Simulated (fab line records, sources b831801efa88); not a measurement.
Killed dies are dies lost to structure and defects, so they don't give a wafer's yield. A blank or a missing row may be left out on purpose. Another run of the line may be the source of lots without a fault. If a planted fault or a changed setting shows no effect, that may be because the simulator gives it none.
Which tool did it?	flow sky130	12 lots (36 wafers sampled), 1 step of a 708-step route

## WHAT THE GAUGES READ, wafer by wafer
SKY_SONOS_TUNNEL_TW_MEAS_12.
lot	measured	on	SONOS_TUNNEL_TW
L076	day 12 04:47	film metro-02	198.4 198.8 199.0
L078	day 12 12:39	film metro-02	200.3 199.2 200.0
L079	day 12 22:52	film metro-02	198.5 199.4 198.1
L081	day 13 12:10	film metro-01	200.0 201.2 200.7
L083	day 14 07:25	film metro-04	196.2 196.1 195.8
L085	day 15 00:52	film metro-02	199.4 198.3 199.3
L087	day 15 10:17	film metro-04	196.8 197.5 197.6
L090	day 17 09:27	film metro-02	201.0 199.0 200.1
L091	day 17 13:30	film metro-02	198.7 198.2 198.4
L092	day 17 22:45	film metro-01	201.3 200.4 201.6
L096	day 18 19:01	film metro-02	199.0 197.3 197.7
L097	day 19 11:25	film metro-01	202.7 202.4 201.5

## EACH LOT AND THE TOOL THAT RAN IT (in order: tool; ch and the chambers of the sampled wafers; start)
Record: no process step prior to these readings.

## THE ANSWER, worked out from the rows above alone
Rule: what is usual is taken from the lots themselves. The widest of any qualifying gaps counts: lots, ordered by their means at a reading, are off when they make up no more than a third of the lots, leave a main group of 4 or more, and stand apart from it by 3 or more times the standard deviation of that group's means. A main group whose means are all the same, to the digits that the tables above print for the reading, isn't used. Also off: a lot with no number at a reading for which 4 or more lots have one. All remaining lots with rows at the step are treated as sound.
Across all readings shown, no lot is off: no conclusion can be drawn from this.

## WHAT HAD BEEN PUT IN BY THE SIMULATOR
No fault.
